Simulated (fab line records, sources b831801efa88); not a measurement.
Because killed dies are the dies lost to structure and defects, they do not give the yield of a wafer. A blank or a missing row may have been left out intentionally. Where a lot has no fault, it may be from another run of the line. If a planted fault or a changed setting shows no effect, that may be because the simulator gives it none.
fab line records	flow sky130
record: lots: 7	wafers: 21	lastDay: 49
route steps=708 shown VT_ADJUST_HVTP@93 VT_ADJUST_LVTN@97 PAD_OPEN@708
lots untouched by any fault: they come from a run of this same line in which no faults occurred
startH: hours from the record's opening day to when the first of the lot's shown wafers began	waitH: hours elapsed since this lot's preceding step	" unchanged from the row above	L1.1+2: a single row standing in for several wafers	- no value, or no start was given	* or withheld: withheld	< > ~ a bound
route shown NAME@n: a module of which the file shows steps, and the number in the route of the first	usual: mean/standard deviation of fault-free wafers	same: alike in all rows	chamber/n: place in a boat	sites: readings site by site	_std_site: the values' standard deviation	_edge_site: the outer-site mean with the inner-site mean subtracted	radiusMm: how far each site lies from the wafer's centre	mask NAME#n: copy n	behind: the most recent tool/chamber to have shaped the wafer	hold: what put the lot on hold/how long, in hours/how the hold closed	device: the transistor (n, p or np) that didn't switch	end of line: the tests these same wafers got at the end of their route	a step with no rows: only its recipe	killed: the dies lost at the first sort to structure and to defects; this is not the yield of the wafer	map: shows each die of a wafer: x if killed, . if not, _ if none is there
set.NAME: the setting that was run; set.NAME@STEP: the one run at that earlier step	model.NAME: the simulator's own value behind a step, which no gauge read
lots at selected steps of the route; one table per step, one row per wafer
services: a tool's chamber out of use, with start hour (startH, from the record's first day; less than 0 if before it), hours out, and reason
== steps ==
step: SKY_VT_ADJUST_HVTP_OVL_MEAS_08
usual: VT_ADJUST_HVTP_OVL: -0.2/1.4
lot.wafer	tool	chamber	startH	waitH	VT_ADJUST_HVTP_OVL[nm]
L697.1	overlay-01	-	118.06	0.1	1.0
L697.3	"	-	"	"	1.4
L697.5	"	-	"	"	0.6
L701.2	overlay-01	-	146.96	0.1	-1.1
L701.3	"	-	"	"	-0.3
L701.4	"	-	"	"	-0.8
L702.1	overlay-01	-	152.06	0.1	0.1
L702.5	"	-	"	"	-1.1
L702.6	"	-	"	"	0.2
L709.2	overlay-02	-	194.27	0.1	-3.0
L709.4	"	-	"	"	-2.7
L709.6	"	-	"	"	-1.7
L716.3	overlay-02	-	243.32	0.1	1.3
L716.4	"	-	"	"	2.8
L716.5	"	-	"	"	1.5
L719.2	overlay-02	-	260.57	0.1	0.3
L719.3	"	-	"	"	0.6
L719.5	"	-	"	"	0.9
L718.4	overlay-01	-	261.23	0.1	1.6
L718.5	"	-	"	"	0.6
L718.6	"	-	"	"	-0.6
step: SKY_VT_ADJUST_HVTP_IMPLANT_09
recipe: species: As	energyKev: 150	doseCm2: 4.3e+12	tiltDeg: withheld
step: SKY_VT_ADJUST_HVTP_STRIP_10
recipe: chemistry: O2/N2	powerW: 1400	pressureMtorr: 1500	platenTempC: withheld	o2FlowSccm: 3000	n2FlowSccm: 300	overashFraction: 0.5
usual: drypumpMotorCurrentA: 5.6/0.4	oesProductAu: 0.716/0.0049	stripTimeToEndpointS: 14.17/0.044
lot.wafer	tool	chamber	startH	waitH	drypumpMotorCurrentA	oesProductAu	rfHoursCounterH	stripTimeToEndpointS
L697.1	plasmaAsher-01	1	118.25	0.1	5.9	0.711	33	14.20
L697.3	"	1	"	"	5.9	0.713	-	14.24
L697.5	"	0	"	"	5.5	0.720	-	14.27
L701.2	plasmaAsher-01	0	147.14	0.1	5.4	0.721	35	14.20
L701.3	"	1	"	"	5.8	0.721	-	14.24
L701.4	"	0	"	"	5.4	0.710	-	14.21
L702.1	plasmaAsher-02	1	152.24	0.1	5.1	0.721	46	14.17
L702.5	"	1	"	"	5.1	0.717	-	14.19
L702.6	"	0	"	"	5.6	0.715	-	14.21
L709.2	plasmaAsher-02	0	194.45	0.1	5.6	0.719	51	14.26
L709.4	"	1	"	"	5.1	0.703	-	14.25
L709.6	"	0	"	"	5.6	0.713	-	14.27
L716.3	plasmaAsher-04	0	243.53	0.1	6.3	0.720	-	14.15
L716.4	"	1	"	"	5.2	0.719	-	14.17
L716.5	"	1	"	"	5.3	0.724	-	14.18
L719.2	plasmaAsher-02	1	260.75	0.1	5.1	0.712	57	14.12
L719.3	"	0	"	"	5.6	0.710	-	14.14
L719.5	"	1	"	"	5.1	0.729	-	14.08
L718.4	plasmaAsher-01	0	261.43	0.1	5.5	0.717	-	14.19
L718.5	"	1	"	"	5.8	0.718	-	14.21
L718.6	"	0	"	"	5.4	0.718	-	14.19
step: SKY_VT_ADJUST_HVTP_TW_MEAS_11
usual: VT_ADJUST_HVTP_TW: 1362/15
lot.wafer	tool	chamber	startH	waitH	VT_ADJUST_HVTP_TW
L697.1	filmMetro-04	-	118.35	0.1	1369
L697.3	"	-	"	"	1368
L697.5	"	-	"	"	1376
L701.2	filmMetro-03	-	147.25	0.1	1345
L701.3	"	-	"	"	1347
L701.4	"	-	"	"	1341
L702.1	filmMetro-04	-	152.34	0.1	1364
L702.5	"	-	"	"	1365
L702.6	"	-	"	"	1365
L709.2	filmMetro-04	-	194.56	0.1	1380
L709.4	"	-	"	"	1371
L709.6	"	-	"	"	1372
L716.3	filmMetro-04	-	243.61	0.1	1373
L716.4	"	-	"	"	1367
L716.5	"	-	"	"	1373
L719.2	filmMetro-04	-	260.86	0.1	1366
L719.3	"	-	"	"	1364
L719.5	"	-	"	"	1361
L718.4	filmMetro-03	-	261.53	0.1	1335
L718.5	"	-	"	"	1343
L718.6	"	-	"	"	1337
step: SKY_VT_ADJUST_LVTN_DEHYDRATE_00
recipe: tempC: 200	timeS: 60
step: SKY_VT_ADJUST_LVTN_HMDS_01
recipe: primeTimeS: 60	primeTempC: 120
step: SKY_VT_ADJUST_LVTN_COAT_02
recipe: spinRpm: 2000	resistThkNm: 3000
step: SKY_VT_ADJUST_LVTN_SOFTBAKE_03
recipe: tempC: 110	timeS: withheld
step: SKY_VT_ADJUST_LVTN_EXPOSE_04
recipe: maskId: NWM_COMPLEMENT_LESS_NATIVE	na: 0.6	sourceShape: conventional	sigmaOuter: 0.6	polarization: unpolarized	targetCdNm: 840	doseMj: 194
step: SKY_VT_ADJUST_LVTN_PEB_05
recipe: tempC: 115	timeS: withheld
step: SKY_VT_ADJUST_LVTN_DEVELOP_06
recipe: wallAngleDeg: 90	developer: TMAH	developTimeS: 60	devTempC: 23
step: SKY_VT_ADJUST_LVTN_OVL_MEAS_07
usual: VT_ADJUST_LVTN_OVL: 0.5/1.2
lot.wafer	tool	chamber	startH	waitH	VT_ADJUST_LVTN_OVL[nm]
L697.1	overlay-02	-	136.21	-	1.3
L697.3	"	-	"	"	0.1
L697.5	"	-	"	"	2.1
L701.2	overlay-01	-	166.99	-	0.7
L701.3	"	-	"	"	1.4
L701.4	"	-	"	"	0.7
L702.1	overlay-02	-	172.54	-	-1.5
L702.5	"	-	"	"	0.5
L702.6	"	-	"	"	0.0
L709.2	overlay-01	-	216.94	-	0.4
L709.4	"	-	"	"	1.9
L709.6	"	-	"	"	-0.7
L716.3	overlay-01	-	267.20	-	1.4
L716.4	"	-	"	"	2.0
L716.5	"	-	"	"	1.3
L719.2	overlay-01	-	284.80	-	-0.3
L719.3	"	-	"	"	0.8
L719.5	"	-	"	"	1.7
L718.4	overlay-02	-	285.36	-	0.3
L718.5	"	-	"	"	1.2
L718.6	"	-	"	"	0.4
step: SKY_VT_ADJUST_LVTN_IMPLANT_08
recipe: species: B	energyKev: 30	doseCm2: 1.57e+12	tiltDeg: withheld
usual: beamEnergyKeV: 29.998/0.0093	endStationPressureTorr: 4.99e-06/2.4e-07
lot.wafer	tool	chamber	startH	waitH	beamEnergyKeV	endStationPressureTorr
L697.1	implanter-04	0	136.25	0.0	30.003	5.22e-06
L697.3	"	0	"	"	29.991	5.6e-06
L697.5	"	0	"	"	29.995	4.76e-06
L701.2	implanter-02	0	167.05	0.0	29.993	4.88e-06
L701.3	"	0	"	"	29.990	5.14e-06
L701.4	"	0	"	"	29.995	5.08e-06
L701.2	implanter-02	0	167.37	0.3	30.005	4.92e-06
L701.3	"	0	"	"	29.991	5.16e-06
L701.4	"	0	"	"	30.007	5.12e-06
L702.1	implanter-01	0	172.57	0.0	29.977	4.54e-06
L702.5	"	0	"	"	29.994	5.06e-06
L702.6	"	0	"	"	30.003	5.26e-06
L702.1	implanter-01	0	172.89	0.3	30.022	4.88e-06
L702.5	"	0	"	"	30.004	4.92e-06
L702.6	"	0	"	"	30.003	4.96e-06
L709.2	implanter-01	0	217.00	0.0	30.002	5e-06
L709.4	"	0	"	"	30.000	5.44e-06
L709.6	"	0	"	"	30.007	5.03e-06
L709.2	implanter-01	0	217.37	0.3	30.011	4.59e-06
L709.4	"	0	"	"	29.994	5.39e-06
L709.6	"	0	"	"	30.006	4.82e-06
L716.3	implanter-02	0	267.28	0.1	30.002	5.52e-06
L716.4	"	0	"	"	30.000	5e-06
L716.5	"	0	"	"	30.001	4.96e-06
L719.2	implanter-02	0	284.85	0.0	30.007	4.5e-06
L719.3	"	0	"	"	30.012	4.87e-06
L719.5	"	0	"	"	30.008	5.09e-06
L718.4	implanter-04	0	285.45	0.1	30.004	4.81e-06
L718.5	"	0	"	"	29.994	5.01e-06
L718.6	"	0	"	"	29.998	5.29e-06
step: SKY_VT_ADJUST_LVTN_STRIP_09
recipe: chemistry: O2/N2	powerW: 1400	pressureMtorr: 1500	platenTempC: withheld	o2FlowSccm: 3000	n2FlowSccm: 300	overashFraction: 0.5
usual: drypumpMotorCurrentA: 5.7/0.45	oesProductAu: 0.721/0.0045	stripTimeToEndpointS: 36.90/0.11
lot.wafer	tool	chamber	startH	waitH	drypumpMotorCurrentA	oesProductAu	rfHoursCounterH	stripTimeToEndpointS
L697.1	plasmaAsher-03	1	136.40	0.1	5.7	0.717	2	37.14
L697.3	"	1	"	"	5.8	0.714	-	37.05
L697.5	"	0	"	"	5.9	0.719	-	37.05
L701.2	plasmaAsher-04	0	167.49	0.1	6.3	0.730	52	36.95
L701.3	"	1	"	"	5.2	0.724	-	36.70
L701.4	"	0	"	"	6.3	0.720	-	36.88
L702.1	plasmaAsher-04	1	173.04	0.1	5.2	0.724	53	36.94
L702.5	"	0	"	"	6.3	0.718	-	36.97
L702.6	"	1	"	"	5.2	0.723	-	36.95
L709.2	plasmaAsher-04	1	217.49	0.1	5.2	0.715	57	36.60
L709.4	"	1	"	"	5.2	0.719	-	36.65
L709.6	"	0	"	"	6.3	0.722	-	36.64
L716.3	plasmaAsher-04	1	267.41	0.1	5.2	0.728	-	37.00
L716.4	"	0	"	"	6.3	0.727	-	36.96
L716.5	"	0	"	"	6.3	0.722	-	37.08
L719.2	plasmaAsher-03	1	284.98	0.1	5.8	0.714	14	36.97
L719.3	"	1	"	"	5.7	0.714	-	36.96
L719.5	"	1	"	"	5.7	0.719	-	37.01
L718.4	plasmaAsher-03	1	285.56	0.1	5.7	0.722	-	36.80
L718.5	"	0	"	"	5.9	0.723	-	36.76
L718.6	"	1	"	"	5.7	0.721	-	36.68
step: SKY_VT_ADJUST_LVTN_TW_MEAS_10
usual: VT_ADJUST_LVTN_TW: 244.6/1.8
lot.wafer	tool	chamber	startH	waitH	VT_ADJUST_LVTN_TW
L697.1	filmMetro-04	-	136.50	0.1	244.1
L697.3	"	-	"	"	242.9
L697.5	"	-	"	"	244.6
L701.2	filmMetro-04	-	167.60	0.1	299.2
L701.3	"	-	"	"	299.4
L701.4	"	-	"	"	299.8
L702.1	filmMetro-02	-	173.14	0.1	300.8
L702.5	"	-	"	"	299.2
L702.6	"	-	"	"	298.1
L709.2	filmMetro-04	-	217.60	0.1	298.4
L709.4	"	-	"	"	298.5
L709.6	"	-	"	"	298.6
L716.3	filmMetro-02	-	267.50	0.1	243.1
L716.4	"	-	"	"	242.3
L716.5	"	-	"	"	245.1
L719.2	filmMetro-02	-	285.09	0.1	243.0
L719.3	"	-	"	"	243.3
L719.5	"	-	"	"	243.7
L718.4	filmMetro-04	-	285.65	0.1	242.1
L718.5	"	-	"	"	241.2
L718.6	"	-	"	"	242.4
step: SKY_VT_ADJUST_LVTN_DEHYDRATE_11
recipe: tempC: 200	timeS: 60
step: SKY_PAD_OPEN_PROBE_99
usual: killed_at_M0_to_M3: 44/6.5	killed_at_M4_up: 3.3/1.9	killedAtContacts: 23/4.7	killedAtFrontEnd: 15/4.5	killedAtOther: 0.2/0.52	killedDies: 86/8.9	killedOpen: 47/6.8	killedShort: 39/6.1
same: grossDies: 492	killedAtBackSide: 0
lot.wafer	tool	chamber	startH	waitH	killed_at_M0_to_M3	killed_at_M4_up	killedAtContacts	killedAtFrontEnd	killedAtOther	killedDies	killedOpen	killedShort	model.etest.nfet_01v8_lvt.driveUaUm	model.etest.nfet_01v8.driveUaUm	model.etest.nfet_01v8_turned.driveUaUm	model.etest.nfet_01v8_swapped.driveUaUm	model.etest.nfet_01v8_swapped.offLog10AUm	model.etest.nfet_01v8_lvt.vtSatV	model.etest.nfet_01v8.vtSatV	model.etest.nfet_01v8_lvt.vtV
L697.1	prober-01	-	1057.63	0.1	52	5	14	24	0	95	45	50	605.3	530.5	529.8	531.8	-13.38	0.513	0.6224	0.5933
L697.3	prober-01	-	1057.73	0.2	50	1	25	10	1	87	38	49	601.2	532.1	536.3	528.9	-13.22	0.5142	0.6215	0.5881
L697.5	prober-01	-	1057.83	0.2	51	6	20	23	0	100	43	57	609.9	541.4	539.4	539.8	-13.22	0.5105	0.6212	0.5812
L701.2	prober-02	-	1090.56	0.1	37	4	21	14	0	76	50	26	551.3	488.2	489.3	491	-13.48	0.57	0.6688	0.6304
L701.3	prober-02	-	1090.61	0.2	44	4	26	9	0	83	49	34	540.2	480.8	480	479.5	-13.44	0.5778	0.6645	0.6387
L701.4	prober-02	-	1090.66	0.2	41	6	20	17	0	84	43	41	528.5	477.2	478.9	476.2	-13.4	0.5847	0.6722	0.6406
L702.1	prober-01	-	1106.91	0.1	50	3	25	20	1	99	58	41	539.8	481.3	480.3	483.5	-13.48	0.5777	0.6754	0.639
L702.5	prober-01	-	1107.11	0.2	53	2	19	14	0	88	43	45	521.3	465.8	467.2	464.6	-13.46	0.5944	0.6891	0.6524
L702.6	prober-01	-	1107.16	0.2	45	2	30	18	1	96	51	45	522.8	464.9	466.2	462.3	-13.38	0.5937	0.6881	0.6538
L709.2	prober-01	-	1138.81	0.1	37	5	15	16	0	73	42	31	570	505.9	505.6	508.8	-13.3	0.5732	0.6666	0.6345
L709.4	prober-01	-	1138.91	0.2	32	3	29	20	0	84	49	35	556	500.8	501.1	498.8	-13.39	0.5768	0.667	0.637
L709.6	prober-01	-	1139.01	0.2	39	4	24	13	0	80	43	37	548.1	487.1	488.5	490.1	-13.41	0.5844	0.6764	0.6392
L716.3	prober-01	-	1180.47	0.2	33	0	15	24	0	72	42	30	566.4	490.4	494.1	490	-13.43	0.5411	0.6561	0.6204
L716.4	prober-01	-	1180.52	0.2	30	4	19	17	0	70	38	32	571.6	500	500.3	497.2	-13.44	0.5352	0.6525	0.6109
L716.5	prober-01	-	1180.57	0.2	51	1	21	17	2	92	49	43	563.1	492.9	495.6	487.3	-13.31	0.546	0.6561	0.6213
L719.2	prober-02	-	1185.76	0.1	55	4	20	12	0	91	49	42	570.6	502.1	500.1	504.8	-13.37	0.5363	0.6495	0.616
L719.3	prober-02	-	1185.81	0.2	49	2	21	18	1	91	47	44	577.8	505.5	506.4	505.6	-13.38	0.5381	0.6445	0.611
L719.5	prober-02	-	1185.91	0.2	41	4	23	17	0	85	43	42	572.8	504.9	499.7	500.8	-13.46	0.5398	0.6457	0.6144
L718.4	prober-01	-	1186.56	0.2	42	6	24	16	0	88	39	49	587.7	519.9	518.2	520.5	-13.22	0.528	0.6374	0.6016
L718.5	prober-01	-	1186.61	0.2	46	1	24	13	1	85	47	38	571.4	501	505.5	503.5	-13.33	0.5351	0.644	0.6122
L718.6	prober-01	-	1186.66	0.2	38	2	20	15	0	75	38	37	573.4	498.3	502.9	502.9	-13.42	0.5379	0.6502	0.6165
killed by level:class
L697.1 VIA1:geometricParticle:open=15 VIA1:geometricParticle:short=10 METAL2:geometricParticle:short=6 POLY_GATE:geometricParticle:short=5 POLY_GATE:geometricParticle:open=5 VIA3:geometricParticle:open=5 LOCAL_INTERCONNECT:geometricParticle:short=5 VIA2:geometricParticle:open=5
L697.3 VIA1:geometricParticle:open=10 LI_CONTACT:geometricParticle:open=8 VIA1:geometricParticle:short=8 VIA2:geometricParticle:short=6 VIA2:geometricParticle:open=6 VIA3:geometricParticle:short=5 LOCAL_INTERCONNECT:geometricParticle:short=5 CONTACT:geometricParticle:short=5
L697.5 FIELD_ISO:geometricParticle:short=10 VIA1:geometricParticle:short=10 VIA1:geometricParticle:open=10 VIA3:geometricParticle:open=8 METAL1:geometricParticle:short=7 CONTACT:geometricParticle:open=7 FIELD_ISO:geometricParticle:open=6 METAL4:geometricParticle:short=6
L701.2 VIA2:geometricParticle:open=12 CONTACT:geometricParticle:open=8 VIA1:geometricParticle:open=6 POLY_GATE:geometricParticle:short=5 LI_CONTACT:geometricParticle:open=5 METAL2:geometricParticle:short=4 POLY_GATE:geometricParticle:open=4 VIA3:geometricParticle:open=4
L701.3 CONTACT:geometricParticle:open=11 VIA3:geometricParticle:open=9 VIA1:geometricParticle:open=7 LI_CONTACT:geometricParticle:open=6 METAL1:geometricParticle:short=6 POLY_GATE:geometricParticle:short=5 VIA2:geometricParticle:open=5 CONTACT:geometricParticle:short=4
L701.4 VIA1:geometricParticle:open=12 CONTACT:geometricParticle:open=10 METAL4:geometricParticle:short=6 POLY_GATE:geometricParticle:short=5 CONTACT:geometricParticle:short=5 VIA1:geometricParticle:short=5 VIA2:geometricParticle:open=5 FIELD_ISO:geometricParticle:open=4
L702.1 CONTACT:geometricParticle:open=13 VIA1:geometricParticle:open=13 FIELD_ISO:geometricParticle:open=7 METAL2:geometricParticle:short=7 VIA3:geometricParticle:open=7 FIELD_ISO:geometricParticle:short=5 LI_CONTACT:geometricParticle:open=5 VIA2:geometricParticle:open=5
L702.5 VIA1:geometricParticle:open=11 CONTACT:geometricParticle:open=8 METAL1:geometricParticle:short=7 VIA2:geometricParticle:open=7 VIA3:geometricParticle:open=6 VIA3:geometricParticle:short=5 FIELD_ISO:geometricParticle:short=4 VIA2:geometricParticle:short=4
L702.6 CONTACT:geometricParticle:open=11 VIA1:geometricParticle:open=10 CONTACT:geometricParticle:short=7 VIA3:geometricParticle:open=7 METAL2:geometricParticle:short=6 FIELD_ISO:geometricParticle:short=5 LI_CONTACT:geometricParticle:open=5 POLY_GATE:geometricParticle:short=4
L709.2 VIA1:geometricParticle:open=13 FIELD_ISO:geometricParticle:open=6 LI_CONTACT:geometricParticle:open=6 METAL2:geometricParticle:short=6 POLY_GATE:geometricParticle:short=4 VIA1:geometricParticle:short=4 CONTACT:geometricParticle:short=4 VIA3:geometricParticle:open=4
L709.4 CONTACT:geometricParticle:open=15 VIA1:geometricParticle:open=10 LI_CONTACT:geometricParticle:open=6 METAL2:geometricParticle:short=6 CONTACT:geometricParticle:short=5 VIA3:geometricParticle:open=5 FIELD_ISO:geometricParticle:short=4 POLY_GATE:geometricParticle:open=4
L709.6 VIA1:geometricParticle:open=9 CONTACT:geometricParticle:open=7 METAL1:geometricParticle:short=7 LI_CONTACT:geometricParticle:open=6 METAL2:geometricParticle:short=6 LI_CONTACT:geometricParticle:short=5 VIA2:geometricParticle:open=5 VIA3:geometricParticle:open=5
L716.3 VIA1:geometricParticle:open=10 FIELD_ISO:geometricParticle:open=7 FIELD_ISO:geometricParticle:short=6 VIA1:geometricParticle:short=5 LI_CONTACT:geometricParticle:open=5 CONTACT:geometricParticle:open=5 POLY_GATE:geometricParticle:short=4 POLY_GATE:geometricParticle:open=4
L716.4 CONTACT:geometricParticle:open=10 VIA1:geometricParticle:open=6 FIELD_ISO:geometricParticle:open=4 METAL1:geometricParticle:short=4 VIA1:geometricParticle:short=4 VIA3:geometricParticle:open=4 FIELD_ISO:geometricParticle:short=3 POLY_GATE:geometricParticle:open=3
L716.5 VIA1:geometricParticle:open=14 METAL2:geometricParticle:short=8 CONTACT:geometricParticle:open=7 VIA3:geometricParticle:open=6 VIA1:geometricParticle:short=5 LOCAL_INTERCONNECT:geometricParticle:short=5 FIELD_ISO:geometricParticle:open=4 FIELD_ISO:geometricParticle:short=4
L719.2 VIA1:geometricParticle:open=12 METAL1:geometricParticle:short=10 VIA2:geometricParticle:open=8 CONTACT:geometricParticle:open=7 VIA1:geometricParticle:short=6 LI_CONTACT:geometricParticle:open=5 CONTACT:geometricParticle:short=5 VIA3:geometricParticle:open=5
L719.3 METAL1:geometricParticle:short=10 LI_CONTACT:geometricParticle:open=8 VIA1:geometricParticle:open=7 CONTACT:geometricParticle:open=7 VIA2:geometricParticle:open=6 VIA1:geometricParticle:short=6 POLY_GATE:geometricParticle:open=5 VIA3:geometricParticle:open=5
L719.5 VIA3:geometricParticle:open=9 CONTACT:geometricParticle:open=7 METAL2:geometricParticle:short=7 VIA2:geometricParticle:open=7 LOCAL_INTERCONNECT:geometricParticle:short=6 VIA1:geometricParticle:open=5 CONTACT:geometricParticle:short=5 POLY_GATE:geometricParticle:open=4
L718.4 VIA1:geometricParticle:open=9 CONTACT:geometricParticle:open=7 METAL2:geometricParticle:short=7 CONTACT:geometricParticle:short=6 VIA2:geometricParticle:open=5 LOCAL_INTERCONNECT:geometricParticle:short=5 METAL1:geometricParticle:short=5 METAL4:geometricParticle:short=5
L718.5 CONTACT:geometricParticle:open=13 VIA1:geometricParticle:open=11 VIA1:geometricParticle:short=6 METAL2:geometricParticle:short=6 VIA3:geometricParticle:open=6 VIA3:geometricParticle:short=5 FIELD_ISO:geometricParticle:short=4 LI_CONTACT:geometricParticle:open=4
L718.6 CONTACT:geometricParticle:open=8 VIA3:geometricParticle:open=8 FIELD_ISO:geometricParticle:short=7 VIA1:geometricParticle:open=6 LI_CONTACT:geometricParticle:open=5 CONTACT:geometricParticle:short=4 VIA1:geometricParticle:short=4 VIA2:geometricParticle:open=4
== services ==
tool	chamber	startH	hours	kind
implanter-02	-	96.10	3.6	pm
plasmaAsher-03	-	108.75	9.0	pm
plasmaAsher-03	0	108.75	9.0	ventCycle
plasmaAsher-03	1	108.75	9.0	ventCycle
plasmaAsher-02	-	114.53	4.2	repair
implanter-01	-	116.80	4.0	repair
plasmaAsher-03	0	117.75	-	clean
plasmaAsher-03	1	117.75	-	clean
implanter-04	-	131.52	2.7	repair
implanter-02	-	137.22	5.2	repair
plasmaAsher-03	-	143.52	16.6	pm
implanter-02	-	171.28	5.1	repair
plasmaAsher-03	-	182.83	2.8	pm
implanter-04	-	205.75	7.8	pm
implanter-04	-	214.52	0.6	repair
implanter-04	-	215.14	2.4	repair
plasmaAsher-04	-	229.18	4.7	repair
implanter-04	-	268.62	2.6	repair
plasmaAsher-02	-	283.51	3.4	repair
== key ==
firstSign: step: SKY_VT_ADJUST_LVTN_IMPLANT_08	reading: visit	direction: added
effect: step: SKY_VT_ADJUST_LVTN_TW_MEAS_10	reading: VT_ADJUST_LVTN_TW	direction: up	sigmas: 30	usual: 244.6	struck: 299.1
modelEffect: step: SKY_PAD_OPEN_PROBE_99	value: etest.nfet_01v8_lvt.driveUaUm	without: 581.2	struck: 542
metAt SKY_VT_ADJUST_LVTN_IMPLANT_08
struckWafers L701.2,L701.3,L701.4,L702.1,L702.5,L702.6,L709.2,L709.4,L709.6
testerLeftOut L701,L702,L709
fault: kind: repeatedStepWhole	tool: implanter-01,implanter-02,implanter-04	chamber: -	onsetH: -	steps: SKY_VT_ADJUST_LVTN_IMPLANT_08	times: 1	scope: struckLotsOnly
testerLeftOut: of these lots the tester's yield and bins aren't shown, on N5 and GAA mostly nor the transistor test; their killed dies are dies lost to structure and defects alone, not to doping, threshold or leakage, so they don't give the yield
